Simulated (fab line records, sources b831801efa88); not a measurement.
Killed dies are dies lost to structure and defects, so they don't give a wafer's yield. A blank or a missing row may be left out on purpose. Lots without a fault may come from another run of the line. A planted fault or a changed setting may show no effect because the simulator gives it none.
Chamber matching | flow sky130 | SKY_VIA1_CMP_02 on cmp-01: 4 sister chambers
The step polishes SiO2. 14 wafers are shown with their chamber, then 7 later ones without.

WAFERS WITH THEIR CHAMBER
wafer  | chamber | motor_current_A (A)
L213.2 | 0       | 10.5
L213.3 | 3       | 12.8
L213.4 | 1       | 12.3
L219.2 | 3       | 12.3
L219.5 | 2       | 13.3
L219.6 | 3       | 12.9
L222.1 | 1       | 11.8
L222.3 | 2       | 12.1
L222.5 | 3       | 12.0
L223.1 | 0       | 10.3
L223.4 | 1       | 11.9
L223.6 | 1       | 11.6
L225.2 | 1       | 12.7
L225.3 | 3       | 12.0

SIGNATURES (means of the wafers above)
reading         | chamber 0 | chamber 1 | chamber 2 | chamber 3 | scatter within a chamber
motor_current_A | 10.400    | 12.060    | 12.700    | 12.400    | 0.475
Rule: a wafer's distance from a chamber is the root of the sum, over the readings, of the square of ((its reading less the chamber's mean) divided by the reading's scatter). The wafer belongs to the nearest chamber; if the next one is less than 2 further off, it can't be placed. The scatter: the root of (the sum of the squares of (reading less its chamber's mean) over the shown wafers, divided by (wafers less chambers)).

WAFERS WITHOUT THEIR CHAMBER
wafer  | motor_current_A (A)
L225.6 | 13.1
L227.3 | 12.2
L227.4 | 10.0
L227.6 | 12.6
L230.2 | 12.4
L230.3 | 12.6
L230.5 | 12.3

WHICH CHAMBER EACH WENT THROUGH
wafer  | from the rows above          | in truth
L225.6 | can't be placed: 2 or 3 or 1 | 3
L227.3 | can't be placed: 1 or 3 or 2 | 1
L227.4 | 0                            | 0
L227.6 | can't be placed: 2 or 3 or 1 | 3
L230.2 | can't be placed: 3 or 2 or 1 | 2
L230.3 | can't be placed: 2 or 3 or 1 | 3
L230.5 | can't be placed: 3 or 1 or 2 | 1
Placed correctly: 1 of 7. Can't be placed from these rows: 6 (the true chamber is among the candidates in 6). Placed wrongly: 0.
